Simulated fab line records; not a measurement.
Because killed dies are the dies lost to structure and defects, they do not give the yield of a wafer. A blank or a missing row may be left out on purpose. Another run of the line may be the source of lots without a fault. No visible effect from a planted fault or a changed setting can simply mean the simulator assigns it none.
Tool commonality check / flow gf180mcu / Sampled: 12 lots, 36 wafers

THE REASON FOR OPENING IT
GF_VT_IMPLANT_RS_MEAS_48, reading LVPWELL_RS: flagged on 1 of 12 lots. Wafers without a fault read 1197 ohm/sq, standard deviation 3.3.
Rule: a lot gets a flag if all its wafers with a number sit over 4 standard deviations from that mean, or if no wafer of it has a number. All remaining lots are regarded as sound.

lot=L178; measured=day 7 10:20; on=film_metro-03; LVPWELL_RS (ohm/sq), wafer by wafer=1197 1195 1199; flag=
lot=L180; measured=day 8 00:16; on=film_metro-03; LVPWELL_RS (ohm/sq), wafer by wafer=1195 1193 1190; flag=
lot=L181; measured=day 8 05:15; on=film_metro-03; LVPWELL_RS (ohm/sq), wafer by wafer=1200 1195 1195; flag=
lot=L184; measured=day 8 23:49; on=film_metro-04; LVPWELL_RS (ohm/sq), wafer by wafer=1201 1197 1201; flag=
lot=L185; measured=day 9 06:01; on=film_metro-04; LVPWELL_RS (ohm/sq), wafer by wafer=1195 1197 1196; flag=
lot=L186; measured=day 9 14:59; on=film_metro-04; LVPWELL_RS (ohm/sq), wafer by wafer=1198 1200 1198; flag=
lot=L187; measured=day 9 22:00; on=film_metro-03; LVPWELL_RS (ohm/sq), wafer by wafer=1193 1194 1196; flag=
lot=L189; measured=day 10 16:14; on=film_metro-03; LVPWELL_RS (ohm/sq), wafer by wafer=1194 1200 1196; flag=
lot=L195; measured=day 12 04:26; on=film_metro-04; LVPWELL_RS (ohm/sq), wafer by wafer=1202 1198 1199; flag=
lot=L196; measured=day 12 13:49; on=film_metro-03; LVPWELL_RS (ohm/sq), wafer by wafer=1259 1260 1257; flag=FLAGGED
lot=L200; measured=day 14 02:56; on=film_metro-03; LVPWELL_RS (ohm/sq), wafer by wafer=1195 1195 1196; flag=
lot=L201; measured=day 14 15:29; on=film_metro-02; LVPWELL_RS (ohm/sq), wafer by wafer=1197 1200 1194; flag=
The numbers of the flagged lots are 1259 ohm/sq on average: +62 ohm/sq against the usual, or +19 standard deviations.

WHICH TOOL RAN EACH LOT
The record holds 4 process steps before the reading, out of a route of 602 steps. Read each cell as the tool, then ch plus the chambers that the sampled wafers visited, then the start.
lot=L178; flag=; GF_STI_ETCH_13=rie_diel-04 ch 0,1,3, day 2 01:12; GF_STI_ETCH_14=rie_si-02 ch 0,1,2, day 2 01:17; GF_LVPWELL_IMPLANT_08=implanter-02 ch 0, day 3 20:22; GF_MVSD_STRIP_10=plasma_asher-03 ch 0,1, day 4 10:12
lot=L180; flag=; GF_STI_ETCH_13=rie_diel-02 ch 1,2,3, day 2 11:44; GF_STI_ETCH_14=rie_si-01 ch 1,2,3, day 2 11:49; GF_LVPWELL_IMPLANT_08=implanter-01 ch 0, day 4 08:28; GF_MVSD_STRIP_10=plasma_asher-01 ch 0,1, day 4 22:25
lot=L181; flag=; GF_STI_ETCH_13=rie_diel-04 ch 0,1,3, day 2 17:56; GF_STI_ETCH_14=rie_si-01 ch 0,2, day 2 18:01; GF_LVPWELL_IMPLANT_08=implanter-04 ch 0, day 4 13:28; GF_MVSD_STRIP_10=plasma_asher-03 ch 0,1, day 5 03:14
lot=L184; flag=; GF_STI_ETCH_13=rie_diel-03 ch 1,2,3, day 3 08:02; GF_STI_ETCH_14=rie_si-02 ch 0,1,3, day 3 08:06; GF_LVPWELL_IMPLANT_08=implanter-04 ch 0, day 5 05:16; GF_MVSD_STRIP_10=plasma_asher-02 ch 0,1, day 5 19:23
lot=L185; flag=; GF_STI_ETCH_13=rie_diel-03 ch 1,2, day 3 14:05; GF_STI_ETCH_14=rie_si-02 ch 0,1,2, day 3 14:10; GF_LVPWELL_IMPLANT_08=implanter-01 ch 0, day 5 10:58; GF_MVSD_STRIP_10=plasma_asher-01 ch 0,1, day 6 01:29
lot=L186; flag=; GF_STI_ETCH_13=rie_diel-02 ch 0,1,2, day 3 18:59; GF_STI_ETCH_14=rie_si-02 ch 1,3, day 3 19:04; GF_LVPWELL_IMPLANT_08=implanter-04 ch 0, day 5 18:28; GF_MVSD_STRIP_10=plasma_asher-01 ch 0,1, day 6 09:14
lot=L187; flag=; GF_STI_ETCH_13=rie_diel-04 ch 0,1,3, day 3 23:57; GF_STI_ETCH_14=rie_si-01 ch 2,3, day 4 00:02; GF_LVPWELL_IMPLANT_08=implanter-01 ch 0, day 5 23:19; GF_MVSD_STRIP_10=plasma_asher-03 ch 1, day 6 14:53
lot=L189; flag=; GF_STI_ETCH_13=rie_diel-04 ch 0,1,3, day 4 10:13; GF_STI_ETCH_14=rie_si-02 ch 0,1,2, day 4 10:18; GF_LVPWELL_IMPLANT_08=implanter-01 ch 0, day 6 13:41; GF_MVSD_STRIP_10=plasma_asher-03 ch 0,1, day 7 04:41
lot=L195; flag=; GF_STI_ETCH_13=rie_diel-02 ch 0,1,2, day 5 16:32; GF_STI_ETCH_14=rie_si-02 ch 1,2,3, day 5 16:37; GF_LVPWELL_IMPLANT_08=implanter-02 ch 0, day 7 18:19; GF_MVSD_STRIP_10=plasma_asher-01 ch 0,1, day 8 10:20
lot=L196; flag=FLAGGED; GF_STI_ETCH_13=rie_diel-03 ch 2,3, day 6 00:35; GF_STI_ETCH_14=rie_si-02 ch 0,1,3, day 6 00:40; GF_LVPWELL_IMPLANT_08=implanter-01 ch 0, day 8 02:40; GF_MVSD_STRIP_10=plasma_asher-02 ch 0,1, day 8 19:43
lot=L200; flag=; GF_STI_ETCH_13=rie_diel-02 ch 0,2,3, day 6 19:41; GF_STI_ETCH_14=rie_si-01 ch 0,2,3, day 6 19:46; GF_LVPWELL_IMPLANT_08=implanter-02 ch 0, day 9 06:59; GF_MVSD_STRIP_10=plasma_asher-03 ch 0,1, day 10 00:34
lot=L201; flag=; GF_STI_ETCH_13=rie_diel-03 ch 1,2, day 7 00:11; GF_STI_ETCH_14=rie_si-02 ch 0,2,3, day 7 00:16; GF_LVPWELL_IMPLANT_08=implanter-02 ch 0, day 9 19:43; GF_MVSD_STRIP_10=plasma_asher-02 ch 0,1, day 10 14:26
What these steps do:
- GF_STI_ETCH_13: etches the open film in CHF3/O2, stops on Si, target depth 282.31 nm, time 112.9 s.
- GF_STI_ETCH_14: etches Si in HBr/Cl2/O2, target depth 360 nm, time 102.9 s.
- GF_LVPWELL_IMPLANT_08
- GF_MVSD_STRIP_10: strips in O2/N2.
- GF_VT_IMPLANT_RS_MEAS_48: measures by four-point-probe.

FLAGGED AGAINST TOTAL, ONE TOOL AT A TIME (gauges that did the reading follow at the end)
step=GF_STI_ETCH_13; tool=rie_diel-02; lots run=4; flagged=0; share of the flagged lots=none; sound lots run after its first flagged lot=-
step=GF_STI_ETCH_13; tool=rie_diel-03; lots run=4; flagged=1; share of the flagged lots=all; sound lots run after its first flagged lot=1 (L201)
step=GF_STI_ETCH_13; tool=rie_diel-04; lots run=4; flagged=0; share of the flagged lots=none; sound lots run after its first flagged lot=-
step=GF_STI_ETCH_14; tool=rie_si-01; lots run=4; flagged=0; share of the flagged lots=none; sound lots run after its first flagged lot=-
step=GF_STI_ETCH_14; tool=rie_si-02; lots run=8; flagged=1; share of the flagged lots=all; sound lots run after its first flagged lot=1 (L201)
step=GF_LVPWELL_IMPLANT_08; tool=implanter-01; lots run=5; flagged=1; share of the flagged lots=all; sound lots run after its first flagged lot=0
step=GF_LVPWELL_IMPLANT_08; tool=implanter-02; lots run=4; flagged=0; share of the flagged lots=none; sound lots run after its first flagged lot=-
step=GF_LVPWELL_IMPLANT_08; tool=implanter-04; lots run=3; flagged=0; share of the flagged lots=none; sound lots run after its first flagged lot=-
step=GF_MVSD_STRIP_10; tool=plasma_asher-01; lots run=4; flagged=0; share of the flagged lots=none; sound lots run after its first flagged lot=-
step=GF_MVSD_STRIP_10; tool=plasma_asher-02; lots run=3; flagged=1; share of the flagged lots=all; sound lots run after its first flagged lot=1 (L201)
step=GF_MVSD_STRIP_10; tool=plasma_asher-03; lots run=5; flagged=0; share of the flagged lots=none; sound lots run after its first flagged lot=-
step=GF_VT_IMPLANT_RS_MEAS_48; tool=film_metro-02; lots run=1; flagged=0; share of the flagged lots=none; sound lots run after its first flagged lot=-
step=GF_VT_IMPLANT_RS_MEAS_48; tool=film_metro-03; lots run=7; flagged=1; share of the flagged lots=all; sound lots run after its first flagged lot=1 (L200)
step=GF_VT_IMPLANT_RS_MEAS_48; tool=film_metro-04; lots run=4; flagged=0; share of the flagged lots=none; sound lots run after its first flagged lot=-

WHAT THE TABLE PERMITS
5 rows of the table ran every flagged lot: rie_diel-03 at GF_STI_ETCH_13, rie_si-02 at GF_STI_ETCH_14, implanter-01 at GF_LVPWELL_IMPLANT_08, plasma_asher-02 at GF_MVSD_STRIP_10, film_metro-03 at GF_VT_IMPLANT_RS_MEAS_48.
- rie_diel-03 at GF_STI_ETCH_13 ran 4 lots, 1 of them flagged. Sound lots ran on it after the first flagged one (L201), which a lasting fault on the whole tool wouldn't allow.
- rie_si-02 at GF_STI_ETCH_14 ran 8 lots, 1 of them flagged. Sound lots ran on it after the first flagged one (L201), which a lasting fault on the whole tool wouldn't allow.
- implanter-01 at GF_LVPWELL_IMPLANT_08 ran 5 lots, 1 of them flagged. A fault beginning between L189 (day 6 13:41), its last sound lot, and L196 (day 8 02:40), its first flagged one, fits the data.
- plasma_asher-02 at GF_MVSD_STRIP_10 ran 3 lots, 1 of them flagged. Sound lots ran on it after the first flagged one (L201), which a lasting fault on the whole tool wouldn't allow.
- film_metro-03 at GF_VT_IMPLANT_RS_MEAS_48 ran 7 lots, 1 of them flagged. Sound lots ran on it after the first flagged one (L200), which a lasting fault on the whole tool wouldn't allow.
Just one tool remains: implanter-01 at GF_LVPWELL_IMPLANT_08.

WHAT THE SIMULATOR HAD PUT IN
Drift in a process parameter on implanter-01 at GF_LVPWELL_IMPLANT_08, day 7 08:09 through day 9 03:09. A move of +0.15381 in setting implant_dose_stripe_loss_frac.
Lots struck among those shown: L196. The rule above reached the same finding.
